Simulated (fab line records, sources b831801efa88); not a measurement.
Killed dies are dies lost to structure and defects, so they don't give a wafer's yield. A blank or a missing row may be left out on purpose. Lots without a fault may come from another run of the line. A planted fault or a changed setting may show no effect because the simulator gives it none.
fab line records | flow gf180mcu
record lots=5 wafers=15 last_day=33
route steps=602 shown M1@329 V1@335 M2@362
lots that met no fault: from a run of the same line without faults
start_h: hours from the record's first day to the start of the lot's first wafer shown | wait_h: hours since the lot's step before | " the same as in the row above | L1.1+2: a row that stands for several wafers | - no value, or no start given | * or withheld: withheld | < > ~ a bound
route shown NAME@n: a module of which the file shows steps, and the number in the route of the first | usual: mean/standard deviation of fault-free wafers | same: alike in all rows | chamber/n: place in a boat | sites: the reading at each site | _std_site: their standard deviation | _edge_site: outer sites' mean less inner sites' | radius_mm: how far each site lies from the wafer's centre | mask NAME#n: copy n | behind: the tool/chamber that last shaped the wafer | hold: why the lot was held/for how many hours/how that ended | device: the transistor (n, p or np) that didn't switch | end of line: the same wafers' tests at the end of the route | a step without rows: its recipe alone | killed: dies lost to structure and defects at the first sort, not the wafer's yield | map: a wafer's dies, x killed, . not, _ none there
set.NAME: the setting as run; set.NAME@STEP: as run at that earlier step | model.NAME: the simulator's own value behind a step, which no gauge read
lots at some steps of the route; a table a step, a row a wafer
services: from which hour (start_h, from the record's first day; less than 0 if before it) a tool's chamber was out of use, for how many hours, and why
## steps
# step GF_M1_CD_MEAS_14
# recipe target_cd_nm=230
# usual cd_nm=230.0/1.1
# columns lot.wafer tool chamber start_h wait_h cd_nm
L076.1 cd_sem-02 - 423.13 0.1 231.6
L076.2 " - " " 231.9
L076.6 " - " " 231.4
L082.2 cd_sem-02 - 460.81 0.1 231.0
L082.4 " - " " 230.8
L082.5 " - " " 228.7
L083.2 cd_sem-02 - 469.06 0.1 228.0
L083.3 " - " " 229.2
L083.6 " - " " 228.2
L091.1 cd_sem-01 - 535.02 0.2 230.0
L091.2 " - " " 230.0
L091.6 " - " " 229.4
L095.1 cd_sem-01 - 560.59 0.1 231.2
L095.5 " - " " 230.4
L095.6 " - " " 230.5
# step GF_M1_OVL_MEAS_15
# usual M1_OVL=1/4.9
# columns lot.wafer tool chamber start_h wait_h M1_OVL[nm]
L076.1 overlay-01 - 423.25 0.1 8
L076.2 " - " " 0
L076.6 " - " " -4
L082.2 overlay-02 - 460.91 0.1 -5
L082.4 " - " " -5
L082.5 " - " " 4
L083.2 overlay-02 - 469.16 0.1 1
L083.3 " - " " -5
L083.6 " - " " -1
L091.1 overlay-02 - 535.14 0.1 1
L091.2 " - " " -1
L091.6 " - " " -3
L095.1 overlay-01 - 560.71 0.1 -11
L095.5 " - " " -3
L095.6 " - " " -3
# step GF_M1_METAL_ETCH_16
# recipe chemistry=Cl2/BCl3 mask_material=KrF target_depth_nm=627.5 stop_on=SiO2 pressure_mtorr=8 icp_w=800 bias_w=140 Cl2_flow_sccm=80 bcl3_flow_sccm=40 time_s=104.6
# usual bias_w=140.0/0.37 drypump_motor_current_A=6.0/0.35 oes_product_au=0.975/0.0065 throttle_valve_pct=28.248/0.01
# columns lot.wafer tool chamber start_h wait_h bias_w drypump_motor_current_A oes_product_au rf_hours_counter_h throttle_valve_pct
L076.1 rie_metal-02 1 423.29 0.0 140.2 6.1 0.977 8.7 28.252
L076.2 " 0 " " 140.4 5.8 0.977 4.4 28.247
L076.6 " 0 " " 139.7 5.9 0.977 - 28.248
L082.2 rie_metal-02 1 460.94 0.0 140.0 6.1 0.973 9.6 28.244
L082.4 " 0 " " 139.3 5.9 0.970 - 28.250
L082.5 " 0 " " 139.9 5.8 0.972 - 28.259
L083.2 rie_metal-02 1 469.19 0.0 139.9 6.1 0.972 9.8 28.238
L083.3 " 0 " " 140.4 5.9 0.972 - 28.239
L083.6 " 0 " " 140.0 5.9 0.974 - 28.255
L091.1 rie_metal-04 0 535.18 0.0 140.2 6.3 0.975 5.5 28.259
L091.2 " 1 " " 139.3 5.5 0.989 4.8 28.255
L091.6 " 0 " " 140.3 6.2 0.980 - 28.242
L095.1 rie_metal-01 1 560.74 0.0 139.8 5.9 0.979 9.9 28.242
L095.5 " 0 " " 139.7 6.6 0.974 - 28.233
L095.6 " 1 " " 139.8 5.8 0.977 - 28.248
# step GF_M1_STRIP_17
# recipe chemistry=O2/N2 power_w=1400 pressure_mtorr=1500 platen_temp_c=250 o2_flow_sccm=3000 n2_flow_sccm=300 overash_fraction=0.5
# usual drypump_motor_current_A=5.8/0.45 heater_power_w=305/8.4 oes_product_au=0.558/0.0049 strip_time_to_endpoint_s=7.89/0.032
# columns lot.wafer tool chamber start_h wait_h drypump_motor_current_A heater_power_w oes_product_au rf_hours_counter_h strip_time_to_endpoint_s
L076.1 plasma_asher-01 1 423.40 0.1 5.7 298 0.556 34 7.85
L076.2 " 0 " " 5.4 318 0.554 34 7.91
L076.6 " 0 " " 5.4 309 0.564 - 7.92
L082.2 plasma_asher-03 0 461.06 0.1 6.5 303 0.565 77 7.88
L082.4 " 0 " " 6.5 301 0.557 - 7.91
L082.5 " 0 " " 6.5 309 0.554 - 7.91
L083.2 plasma_asher-01 0 469.31 0.1 5.4 312 0.559 39 7.86
L083.3 " 0 " " 5.4 314 0.558 - 7.88
L083.6 " 0 " " 5.4 312 0.548 - 7.91
L091.1 plasma_asher-02 1 535.29 0.1 5.3 317 0.554 12 7.91
L091.2 " 0 " " 5.6 311 0.551 12 7.87
L091.6 " 0 " " 5.6 303 0.565 - 7.88
L095.1 plasma_asher-02 0 560.86 0.1 5.6 307 0.557 14 7.91
L095.5 " 1 " " 5.3 317 0.565 - 7.93
L095.6 " 0 " " 5.6 301 0.555 - 7.91
# step GF_M1_STRIP_18
# recipe chemistry=post_etch_residue_remover time_s=1200 temp_c=72.5
# usual temp_c=72.51/0.11
# columns lot.wafer tool chamber start_h wait_h temp_c
L076.1 wet_bench-03 3 423.50 0.1 72.62
L076.2 " 3 " " 72.70
L076.6 " 3 " " 72.41
L082.2 wet_bench-02 0 461.16 0.1 72.67
L082.4 " 0 " " 72.61
L082.5 " 0 " " 72.72
L083.2 wet_bench-02 1 469.41 0.1 72.35
L083.3 " 1 " " 72.48
L083.6 " 1 " " 72.49
L091.1 wet_bench-04 2 535.39 0.1 72.48
L091.2 " 2 " " 72.41
L091.6 " 2 " " 72.66
L095.1 wet_bench-04 1 560.96 0.1 72.32
L095.5 " 1 " " 72.49
L095.6 " 1 " " 72.59
# step GF_M1_CLEAN_19
# recipe chemistry=DIW dry=n2_spin
# columns lot.wafer tool chamber start_h wait_h
L076.1+2+6 wet_bench-02 1 423.87 0.0
L082.2+4+5 wet_bench-04 3 461.56 0.0
L083.2+3+6 wet_bench-04 3 469.78 0.0
L091.1+2+6 wet_bench-03 2 535.73 0.0
L095.1+5+6 wet_bench-03 0 561.30 0.0
# step GF_V1_CVD_00
# recipe material=SiO2 target_thk_nm=600 sigma_open_frac=0.3 temp_c=400 time_s=100 sih4_flow_sccm=60 pressure_mtorr=6
# columns lot.wafer tool chamber start_h wait_h
L076.1+2+6 hdpcvd-01 1,0,0 424.24 0.0
L082.2+4+5 hdpcvd-02 0,1,2 461.66 0.0
L083.2+3+6 hdpcvd-01 2,0,1 469.89 0.0
L091.1+2+6 hdpcvd-02 2,0,0 535.82 0.0
L095.1+5+6 hdpcvd-01 2,1,0 561.39 0.0
# step GF_V1_THK_MEAS_01
# recipe reads=SiO2_of_V1_CVD_00
# usual V1_CVD_00_THK=603/7.1
# columns lot.wafer tool chamber start_h wait_h V1_CVD_00_THK[nm]
L076.1 film_metro-03 - 424.31 0.0 595
L076.2 " - " " 594
L076.6 " - " " 600
L082.2 film_metro-03 - 461.74 0.0 603
L082.4 " - " " 611
L082.5 " - " " 606
L083.2 film_metro-01 - 469.97 0.0 595
L083.3 " - " " 593
L083.6 " - " " 594
L091.1 film_metro-04 - 535.90 0.0 609
L091.2 " - " " 607
L091.6 " - " " 607
L095.1 film_metro-04 - 561.46 0.0 602
L095.5 " - " " 600
L095.6 " - " " 602
# step GF_V1_CVD_02
# recipe material=SiO2 target_thk_nm=850 precursor=TEOS temp_c=400 time_s=98.79 rf_w=600
# usual heater_power_outer_w=368/62 heater_power_w=627/92
# columns lot.wafer tool chamber start_h wait_h heater_power_outer_w heater_power_w
L076.1 pecvd-03 0 424.37 0.1 378 637
L076.2 " 2 " " 369 648
L076.6 " 1 " " 376 616
L082.2 pecvd-04 1 461.79 0.0 267 498
L082.4 " 0 " " 293 528
L082.5 " 2 " " 324 532
L083.2 pecvd-04 0 470.02 0.0 328 589
L083.3 " 1 " " 299 522
L083.6 " 0 " " 360 616
L091.1 pecvd-01 1 535.96 0.1 408 679
L091.2 " 0 " " 433 718
L091.6 " 1 " " 455 719
L095.1 pecvd-01 0 561.52 0.1 444 730
L095.5 " 0 " " 339 555
L095.6 " 2 " " 349 644
# step GF_V1_THK_MEAS_03
# recipe reads=SiO2_of_V1_CVD_02
# usual V1_CVD_02_THK=887/11
# columns lot.wafer tool chamber start_h wait_h V1_CVD_02_THK[nm]
L076.1 film_metro-04 - 424.44 0.0 880
L076.2 " - " " 865
L076.6 " - " " 896
L082.2 film_metro-04 - 461.87 0.0 881
L082.4 " - " " 882
L082.5 " - " " 891
L083.2 film_metro-04 - 470.10 0.0 879
L083.3 " - " " 879
L083.6 " - " " 891
L091.1 film_metro-01 - 536.03 0.0 878
L091.2 " - " " 894
L091.6 " - " " 895
L095.1 film_metro-03 - 561.59 0.0 884
L095.5 " - " " 903
L095.6 " - " " 895
# step GF_V1_CMP_04
# recipe material=SiO2 down_force_psi=4 platen_rpm=60 pad_velocity_m_s=0.94248
# usual motor_current_A=11.4/0.65 platen_rpm=60.00/0.034 retaining_ring_pressure_frac=1.000/0.0047 time_to_endpoint_s=95/5.7
# columns lot.wafer tool chamber start_h wait_h motor_current_A platen_rpm retaining_ring_pressure_frac time_to_endpoint_s
L076.2 cmp-02 2 424.50 0.0 10.8 60.05 1.002 84
L076.1 " 0 " " 11.5 60.00 1.002 91
L076.6 " 2 " " 11.1 59.94 0.994 94
L082.2 cmp-01 2 461.97 0.1 10.9 60.00 0.991 89
L082.4 " 3 " " 11.5 60.01 1.006 94
L082.5 " 2 " " 11.3 60.03 0.995 91
L083.3 cmp-01 1 470.15 0.0 10.5 59.98 0.999 84
L083.2 " 3 " " 11.9 59.98 0.998 92
L083.6 " 2 " " 11.3 59.96 0.999 89
L091.1 cmp-02 3 536.20 0.2 12.2 59.97 1.003 99
L091.2 " 2 " " 10.9 59.98 1.002 100
L091.6 " 3 " " 12.1 60.00 1.001 107
L095.1 cmp-02 2 561.75 0.1 10.1 60.01 1.003 90
L095.5 " 0 " " 12.0 60.00 1.002 99
L095.6 " 1 " " 12.1 60.00 0.997 100
# step GF_V1_BOW_MEAS_05
# recipe mode=bow
# usual V1_BOW=83/8.2
# columns lot.wafer tool chamber start_h wait_h V1_BOW[um]
L076.1 film_metro-04 - 424.80 0.1 83
L076.2 " - " " 77
L076.6 " - " " 84
L082.2 film_metro-03 - 462.24 0.2 88
L082.4 " - " " 79
L082.5 " - " " 75
L083.2 film_metro-03 - 470.47 0.2 77
L083.3 " - " " 84
L083.6 " - " " 83
L091.1 film_metro-04 - 536.50 0.2 69
L091.2 " - " " 84
L091.6 " - " " 79
L095.1 film_metro-04 - 561.95 0.1 90
L095.5 " - " " 78
L095.6 " - " " 77
# step GF_V1_DEHYDRATE_06
# recipe temp_c=200 time_s=60
# columns lot.wafer tool chamber start_h wait_h
L076.1+2+6 litho_track-03 0 435.89 11.1
L082.2+4+5 litho_track-03 0 473.51 11.3
L083.2+3+6 litho_track-02 0 482.16 11.7
L091.1+2+6 litho_track-04 0 547.29 10.8
L095.1+5+6 litho_track-02 0 572.18 10.2
# step GF_V1_HMDS_07
# recipe prime_time_s=60 prime_temp_c=120
# same prime_time_s=60
# columns lot.wafer tool chamber start_h wait_h
L076.1+2+6 litho_track-03 0 436.04 0.1
L082.2+4+5 litho_track-03 0 473.66 0.1
L083.2+3+6 litho_track-02 0 482.31 0.1
L091.1+2+6 litho_track-04 0 547.44 0.1
L095.1+5+6 litho_track-02 0 572.33 0.1
# step GF_V1_COAT_08
# recipe resist=BARC temp_c=withheld time_s=withheld spin_rpm=withheld resist_thk_nm=withheld
# columns lot.wafer tool chamber start_h wait_h
L076.1+2+6 litho_track-03 0 436.19 0.1
L082.2+4+5 litho_track-03 0 473.81 0.1
L083.2+3+6 litho_track-02 0 482.46 0.1
L091.1+2+6 litho_track-04 0 547.59 0.1
L095.1+5+6 litho_track-02 0 572.48 0.1
# step GF_V1_COAT_09
# recipe resist=KrF spin_rpm=withheld resist_thk_nm=1000
# columns lot.wafer tool chamber start_h wait_h
L076.1+2+6 litho_track-03 0 - -
L082.2+4+5 litho_track-03 0 - -
L083.2+3+6 litho_track-02 0 - -
L091.1+2+6 litho_track-04 0 - -
L095.1+5+6 litho_track-02 0 - -
# step GF_V1_SOFTBAKE_10
# recipe temp_c=130 time_s=60 resist=KrF
# columns lot.wafer tool chamber start_h wait_h
L076.1+2+6 litho_track-03 0 - -
L082.2+4+5 litho_track-03 0 - -
L083.2+3+6 litho_track-02 0 - -
L091.1+2+6 litho_track-04 0 - -
L095.1+5+6 litho_track-02 0 - -
# step GF_V1_EXPOSE_11
# recipe mask_id=Via1 target_cd_nm=260 na=0.68 source_shape=conventional sigma_outer=0.6 dose_mj=38
# columns lot.wafer tool chamber start_h wait_h mask
L076.1+2+6 krf_scanner-01 0 - - Via1#0
L082.2+4+5 krf_scanner-01 0 - - Via1#0
L083.2+3+6 krf_scanner-01 0 - - Via1#0
L091.1+2+6 krf_scanner-02 0 - - Via1#0
L095.1+5+6 krf_scanner-01 0 - - Via1#0
# step GF_V1_PEB_12
# recipe peb_temp_c=135 peb_time_s=90 resist=KrF
# columns lot.wafer tool chamber start_h wait_h
L076.1+2+6 litho_track-03 0 - -
L082.2+4+5 litho_track-02 0 - -
L083.2+3+6 litho_track-04 0 - -
L091.1+2+6 litho_track-04 0 - -
L095.1+5+6 litho_track-03 0 - -
# step GF_V1_DEVELOP_13
# recipe develop_time_s=60 resist=KrF dev_temp_c=21
# columns lot.wafer tool chamber start_h wait_h
L076.1+2+6 litho_track-03 0 448.74 0.2
L082.2+4+5 litho_track-02 0 486.11 0.2
L083.2+3+6 litho_track-04 0 494.57 0.2
L091.1+2+6 litho_track-04 0 558.94 0.2
L095.1+5+6 litho_track-03 0 583.19 0.2
# step GF_V1_CD_MEAS_14
# recipe target_cd_nm=260
# usual cd_nm=260.0/1.4
# columns lot.wafer tool chamber start_h wait_h cd_nm
L076.1 cd_sem-02 - 448.89 0.1 256.9
L076.2 " - " " 256.5
L076.6 " - " " 258.1
L082.2 cd_sem-02 - 486.26 0.1 260.4
L082.4 " - " " 260.8
L082.5 " - " " 260.1
L083.2 cd_sem-02 - 494.71 0.1 259.4
L083.3 " - " " 258.9
L083.6 " - " " 257.8
L091.1 cd_sem-02 - 559.09 0.1 261.4
L091.2 " - " " 261.3
L091.6 " - " " 260.8
L095.1 cd_sem-01 - 583.34 0.1 260.3
L095.5 " - " " 260.7
L095.6 " - " " 259.2
# step GF_V1_OVL_MEAS_15
# usual V1_OVL=2/5.9
# columns lot.wafer tool chamber start_h wait_h V1_OVL[nm]
L076.1 overlay-02 - 449.01 0.1 3
L076.2 " - " " 3
L076.6 " - " " 3
L082.2 overlay-02 - 486.36 0.1 7
L082.4 " - " " 3
L082.5 " - " " -1
L083.2 overlay-02 - 494.82 0.1 4
L083.3 " - " " 1
L083.6 " - " " 7
L091.1 overlay-01 - 559.21 0.1 -2
L091.2 " - " " -3
L091.6 " - " " -2
L095.1 overlay-02 - 583.46 0.1 12
L095.5 " - " " 4
L095.6 " - " " 5
# step GF_V1_ETCH_16
# recipe chemistry=N2/H2 target_depth_a=withheld overetch_a=withheld time_s=withheld target=BARC ion_energy_ev=200 source_w=500 bias_w=100 pressure_mtorr=30 n2_flow_sccm=100 h2_flow_sccm=200
# usual bias_w=100.05/0.3 drypump_motor_current_A=5.4/0.31 oes_product_au=0.854/0.0047 throttle_valve_pct=13.224/0.0094
# columns lot.wafer tool chamber start_h wait_h bias_w drypump_motor_current_A oes_product_au throttle_valve_pct
L076.1 rie_diel-02 0 449.04 0.0 99.67 5.7 0.857 13.234
L076.2 " 3 " " 100.17 5.2 0.843 13.230
L076.6 " 0 " " 99.50 5.7 0.862 13.227
L082.2 rie_diel-03 0 486.39 0.0 100.47 5.9 0.850 13.224
L082.4 " 2 " " 99.44 5.3 0.852 13.217
L082.5 " 2 " " 99.02 5.3 0.850 13.226
L083.2 rie_diel-03 1 494.85 0.0 100.03 5.0 0.854 13.215
L083.3 " 3 " " 100.09 5.6 0.856 13.237
L083.6 " 2 " " 99.84 5.3 0.847 13.227
L091.1 rie_diel-02 2 559.25 0.0 99.84 4.8 0.852 13.219
L091.2 " 1 " " 100.44 5.8 0.856 13.216
L091.6 " 0 " " 99.50 5.7 0.852 13.213
L095.1 rie_diel-02 1 583.49 0.0 99.98 5.8 0.852 13.208
L095.5 " 1 " " 100.27 5.8 0.860 13.217
L095.6 " 2 " " 99.89 4.9 0.853 13.227
# step GF_V1_ETCH_17
# recipe chemistry=C4F8/O2/Ar mask_material=KrF target=SiO2 stop_on=TiN source_w=1500 bias_w=1200 pressure_mtorr=40 c4f8_flow_sccm=withheld O2_flow_sccm=6 Ar_flow_sccm=300 time_s=withheld target_depth_a=6300
# usual bias_w=1200/3.3 oes_product_au=0.855/0.0049
# columns lot.wafer tool chamber start_h wait_h bias_w oes_product_au
L076.1 rie_diel-02 0 - - 1205 0.850
L076.2 " 3 " " 1201 0.858
L076.6 " 0 " " 1200 0.856
L082.2 rie_diel-03 0 - - 1200 0.851
L082.4 " 2 " " 1203 0.859
L082.5 " 2 " " 1203 0.856
L083.2 rie_diel-03 1 - - 1198 0.856
L083.3 " 3 " " 1205 0.857
L083.6 " 2 " " 1203 0.855
L091.1 rie_diel-02 2 - - 1198 0.853
L091.2 " 1 " " 1203 0.855
L091.6 " 0 " " 1200 0.863
L095.1 rie_diel-02 1 - - 1199 0.855
L095.5 " 1 " " 1201 0.846
L095.6 " 2 " " 1199 0.851
# step GF_V1_STRIP_18
# recipe chemistry=O2/N2 power_w=1400 pressure_mtorr=1500 platen_temp_c=250 o2_flow_sccm=3000 n2_flow_sccm=300 overash_fraction=0.5
# usual drypump_motor_current_A=6.0/0.45 heater_power_w=322/40 oes_product_au=0.593/0.0052
# columns lot.wafer tool chamber start_h wait_h drypump_motor_current_A heater_power_w oes_product_au rf_hours_counter_h
L076.1 plasma_asher-03 1 449.17 - 6.2 294 0.588 76
L076.2 " 0 " " 6.5 306 0.588 76
L076.6 " 0 " " 6.5 297 0.591 -
L082.2 plasma_asher-02 1 486.52 - 5.3 308 0.599 6
L082.4 " 1 " " 5.3 315 0.588 -
L082.5 " 0 " " 5.6 304 0.590 -
L083.2 plasma_asher-04 0 494.98 - 5.4 402 0.587 72
L083.3 " 1 " " 6.2 305 0.601 -
L083.6 " 0 " " 5.4 405 0.591 -
L091.1 plasma_asher-03 1 559.38 - 6.2 295 0.590 87
L091.2 " 0 " " 6.5 304 0.591 87
L091.6 " 1 " " 6.1 292 0.592 -
L095.1 plasma_asher-03 1 583.62 - 6.1 296 0.588 90
L095.5 " 0 " " 6.5 298 0.601 -
L095.6 " 1 " " 6.1 297 0.587 -
# step GF_V1_STRIP_19
# recipe chemistry=post_etch_residue_remover time_s=1200 temp_c=72.5
# usual temp_c=72.49/0.13
# columns lot.wafer tool chamber start_h wait_h temp_c
L076.1 wet_bench-01 3 449.27 0.1 72.43
L076.2 " 3 " " 72.47
L076.6 " 3 " " 72.38
L082.2 wet_bench-02 1 486.62 0.1 72.59
L082.4 " 1 " " 72.57
L082.5 " 1 " " 72.54
L083.2 wet_bench-01 3 495.08 0.1 72.44
L083.3 " 3 " " 72.48
L083.6 " 3 " " 72.56
L091.1 wet_bench-03 1 559.48 0.1 72.43
L091.2 " 1 " " 72.47
L091.6 " 1 " " 72.42
L095.1 wet_bench-01 2 583.72 0.1 72.47
L095.5 " 2 " " 72.60
L095.6 " 2 " " 72.61
# step GF_V1_CLEAN_20
# recipe chemistry=DIW dry=n2_spin
# columns lot.wafer tool chamber start_h wait_h
L076.1+2+6 wet_bench-02 0 449.62 0.0
L082.2+4+5 wet_bench-03 1 486.96 0.0
L083.2+3+6 wet_bench-03 0 495.45 0.0
L091.1+2+6 wet_bench-02 2 559.82 0.0
L095.1+5+6 wet_bench-03 1 584.06 0.0
# step GF_V1_SPUTTER_21
# recipe material=Ti target_thk_nm=15 chamber_pressure_pa=5 power_w=2500 substrate_temp_c=200 time_s=80.02
# usual throttle_valve_pct=30.0/1.1
# columns lot.wafer tool chamber start_h wait_h throttle_valve_pct
L076.1 pvd_sputter-04 - 449.71 0.0 31.2
L076.2 " - " " 30.6
L076.6 " - " " 31.1
L082.2 pvd_sputter-02 - 487.05 0.0 31.1
L082.4 " - " " 29.2
L082.5 " - " " 31.2
L083.2 pvd_sputter-04 - 495.54 0.0 31.3
L083.3 " - " " 31.1
L083.6 " - " " 30.9
L091.1 pvd_sputter-02 - 559.93 0.0 29.8
L091.2 " - " " 29.3
L091.6 " - " " 30.2
L095.1 pvd_sputter-02 - 584.16 0.0 29.2
L095.5 " - " " 28.9
L095.6 " - " " 31.3
# step GF_V1_SPUTTER_22
# recipe material=TiN target_thk_nm=10 chamber_pressure_pa=5 power_w=4000 time_s=40
# usual throttle_valve_pct=30.0/1.1
# columns lot.wafer tool chamber start_h wait_h throttle_valve_pct
L076.1 pvd_sputter-04 - 449.77 0.0 31.3
L076.2 " - " " 30.7
L076.6 " - " " 31.0
L082.2 pvd_sputter-02 - 487.12 0.0 31.1
L082.4 " - " " 29.0
L082.5 " - " " 31.3
L083.2 pvd_sputter-04 - 495.61 0.0 31.3
L083.3 " - " " 31.0
L083.6 " - " " 30.6
L091.1 pvd_sputter-02 - 559.99 0.0 30.1
L091.2 " - " " 29.2
L091.6 " - " " 30.0
L095.1 pvd_sputter-02 - 584.22 0.0 29.4
L095.5 " - " " 28.7
L095.6 " - " " 31.0
# step GF_V1_CVD_23
# recipe material=W target_thk_nm=350 time_s=105.05 temp_c=400 pressure_torr=40
# usual heater_power_outer_w=504/89 heater_power_w=809/97
# columns lot.wafer tool chamber start_h wait_h heater_power_outer_w heater_power_w
L076.1 cvd_w-02 1 449.81 0.0 597 875
L076.2 " 0 " " 415 726
L076.6 " 0 " " 427 706
L082.2 cvd_w-02 0 487.15 0.0 411 730
L082.4 " 0 " " 427 738
L082.5 " 1 " " 583 895
L083.2 cvd_w-01 0 495.64 0.0 417 682
L083.3 " 1 " " 593 942
L083.6 " 0 " " 411 683
L091.1 cvd_w-02 0 560.03 0.0 409 725
L091.2 " 1 " " 600 879
L091.6 " 1 " " 597 899
L095.1 cvd_w-01 1 584.26 0.0 585 951
L095.5 " 1 " " 599 958
L095.6 " 0 " " 418 716
# step GF_V1_RS_MEAS_24
# recipe thk_meas_gauge=four-point-probe reads=W_of_V1_CVD_23+TiN_of_V1_SPUTTER_22+Ti_of_V1_SPUTTER_21
# usual V1_W_RS=0.323/0.0051
# columns lot.wafer tool chamber start_h wait_h V1_W_RS[ohm/sq]
L076.1 film_metro-04 - 449.92 0.1 0.318
L076.2 " - " " 0.323
L076.6 " - " " 0.323
L082.2 film_metro-01 - 487.29 0.1 0.329
L082.4 " - " " 0.328
L082.5 " - " " 0.322
L083.2 film_metro-03 - 495.78 0.1 0.333
L083.3 " - " " 0.320
L083.6 " - " " 0.331
L091.1 film_metro-04 - 560.14 0.1 0.327
L091.2 " - " " 0.320
L091.6 " - " " 0.315
L095.1 film_metro-03 - 584.37 0.1 0.320
L095.5 " - " " 0.320
L095.6 " - " " 0.315
# step GF_V1_THK_MEAS_25
# recipe thk_meas_gauge=xrf reads=W_of_V1_CVD_23
# usual V1_W_THK=350/7.1
# columns lot.wafer tool chamber start_h wait_h V1_W_THK[nm]
L076.1 film_metro-04 - 450.04 0.1 348
L076.2 " - " " 343
L076.6 " - " " 342
L082.2 film_metro-01 - 487.40 0.1 339
L082.4 " - " " 344
L082.5 " - " " 352
L083.2 film_metro-03 - 495.89 0.1 341
L083.3 " - " " 356
L083.6 " - " " 346
L091.1 film_metro-04 - 560.26 0.1 342
L091.2 " - " " 346
L091.6 " - " " 355
L095.1 film_metro-03 - 584.49 0.1 358
L095.5 " - " " 358
L095.6 " - " " 361
# step GF_V1_CMP_26
# recipe stop_on=SiO2 down_force_psi=3.5 platen_rpm=60 t_overpolish_s=15 target_thk_nm=0 pad_velocity_m_s=0.94248
# usual motor_current_A=10.3/0.62 overpolish_run_s=14.999/0.0091 platen_rpm=60.00/0.038 retaining_ring_pressure_frac=1.000/0.005 time_to_endpoint_s=85/3.6
# columns lot.wafer tool chamber start_h wait_h motor_current_A overpolish_run_s platen_rpm retaining_ring_pressure_frac time_to_endpoint_s
L076.2 cmp-02 2 450.10 0.0 10.3 15.001 60.02 0.999 86
L076.1 " 1 " " 10.9 15.005 59.93 0.997 91
L076.6 " 3 " " 11.2 14.998 59.98 1.006 94
L082.4 cmp-01 1 487.55 0.1 9.9 14.986 59.95 0.997 82
L082.2 " 2 " " 9.7 15.000 60.01 1.001 83
L082.5 " 3 " " 11.0 14.997 59.96 1.005 85
L083.3 cmp-02 3 495.99 0.1 10.8 14.997 60.00 0.999 91
L083.2 " 1 " " 10.9 15.005 60.06 1.000 84
L083.6 " 3 " " 10.9 14.998 59.97 1.000 90
L091.1 cmp-02 1 560.32 0.1 11.1 14.989 59.99 0.985 85
L091.2 " 2 " " 9.9 15.000 60.05 1.002 82
L091.6 " 2 " " 10.2 15.003 59.99 1.010 82
L095.1 cmp-01 1 584.55 0.1 9.4 14.996 59.99 1.003 77
L095.6 " 1 " " 9.6 15.000 59.96 1.001 79
L095.5 " 2 " " 9.4 15.008 60.04 1.006 81
# step GF_M2_SPUTTER_00
# recipe material=Ti target_thk_nm=37.5 arriving_ion_energy_ev=80 substrate_temp_c=200 chamber_pressure_pa=2 power_w=4000 time_s=150
# usual throttle_valve_pct=29.7/1.3
# columns lot.wafer tool chamber start_h wait_h throttle_valve_pct
L076.1 pvd_sputter-02 - 450.40 0.1 30.9
L076.2 " - " " 30.0
L076.6 " - " " 29.2
L082.2 pvd_sputter-01 - 487.75 0.1 29.2
L082.4 " - " " 29.4
L082.5 " - " " 26.6
L083.2 pvd_sputter-01 - 496.24 0.1 29.3
L083.3 " - " " 26.5
L083.6 " - " " 26.8
L091.1 pvd_sputter-01 - 560.62 0.2 29.8
L091.2 " - " " 29.1
L091.6 " - " " 26.9
L095.1 pvd_sputter-01 - 584.85 0.2 30.9
L095.5 " - " " 29.7
L095.6 " - " " 30.8
# step GF_M2_SPUTTER_01
# recipe material=TiN target_thk_nm=30 power_w=6500 time_s=25 chamber_pressure_pa=0.4
# usual throttle_valve_pct=29.6/1.3
# columns lot.wafer tool chamber start_h wait_h throttle_valve_pct
L076.1 pvd_sputter-02 - 450.50 0.1 31.0
L076.2 " - " " 29.6
L076.6 " - " " 29.1
L082.2 pvd_sputter-01 - 487.85 0.1 29.0
L082.4 " - " " 29.1
L082.5 " - " " 26.8
L083.2 pvd_sputter-01 - 496.34 0.1 29.7
L083.3 " - " " 27.0
L083.6 " - " " 27.0
L091.1 pvd_sputter-01 - 560.72 0.1 29.6
L091.2 " - " " 29.3
L091.6 " - " " 26.7
L095.1 pvd_sputter-01 - 584.95 0.1 30.8
L095.5 " - " " 29.9
L095.6 " - " " 30.7
# step GF_M2_SPUTTER_02
# recipe material=AlCu target_thk_nm=450 power_w=10600 time_s=23.9 chamber_pressure_pa=0.4
# usual throttle_valve_pct=29.7/1.3
# columns lot.wafer tool chamber start_h wait_h throttle_valve_pct
L076.1 pvd_sputter-02 - 450.53 0.0 31.3
L076.2 " - " " 30.1
L076.6 " - " " 29.2
L082.2 pvd_sputter-01 - 487.88 0.0 29.5
L082.4 " - " " 29.1
L082.5 " - " " 26.6
L083.2 pvd_sputter-01 - 496.37 0.0 29.5
L083.3 " - " " 27.0
L083.6 " - " " 26.7
L091.1 pvd_sputter-01 - 560.75 0.0 29.8
L091.2 " - " " 29.0
L091.6 " - " " 26.8
L095.1 pvd_sputter-01 - 584.98 0.0 30.8
L095.5 " - " " 29.9
L095.6 " - " " 30.8
# step GF_M2_SPUTTER_03
# recipe material=Ti target_thk_nm=10 substrate_temp_c=300 chamber_pressure_pa=0.3 power_w=3000 time_s=6.7
# usual throttle_valve_pct=29.6/1.3
# columns lot.wafer tool chamber start_h wait_h throttle_valve_pct
L076.1 pvd_sputter-02 - 450.56 0.0 31.3
L076.2 " - " " 30.2
L076.6 " - " " 29.3
L082.2 pvd_sputter-01 - 487.91 0.0 28.9
L082.4 " - " " 29.5
L082.5 " - " " 26.9
L083.2 pvd_sputter-01 - 496.40 0.0 29.8
L083.3 " - " " 26.7
L083.6 " - " " 27.0
L091.1 pvd_sputter-01 - 560.78 0.0 29.5
L091.2 " - " " 29.3
L091.6 " - " " 26.6
L095.1 pvd_sputter-01 - 585.01 0.0 30.6
L095.5 " - " " 29.5
L095.6 " - " " 30.7
## services
# columns tool chamber start_h hours kind
cmp-01 - 404.00 4.0 pm
plasma_asher-03 - 404.70 0.7 repair
plasma_asher-03 - 407.95 0.4 repair
cmp-02 - 417.41 3.9 pm
pvd_sputter-01 - 422.88 2.7 repair
rie_diel-03 - 424.47 2.3 repair
pvd_sputter-04 - 426.54 1.9 repair
pvd_sputter-02 - 430.37 0.5 repair
cmp-02 - 441.53 0.6 repair
pvd_sputter-04 - 444.66 3.8 repair
pvd_sputter-02 - 445.12 3.2 repair
rie_diel-02 2 446.84 7.9 repair
rie_diel-02 - 464.10 0.7 repair
rie_diel-02 0 482.07 10.1 repair
wet_bench-02 - 488.35 0.7 repair
rie_diel-02 3 519.33 29.1 repair
pvd_sputter-01 - 527.12 4.0 repair
rie_diel-02 1 529.07 7.4 repair
pvd_sputter-02 - 535.58 4.0 repair
wet_bench-03 - 538.59 1.0 repair
rie_diel-02 - 549.11 0.6 repair
rie_diel-02 - 568.34 2.8 pm
cmp-02 - 577.35 4.4 repair
rie_diel-02 3 583.33 6.8 repair
## key
fault none
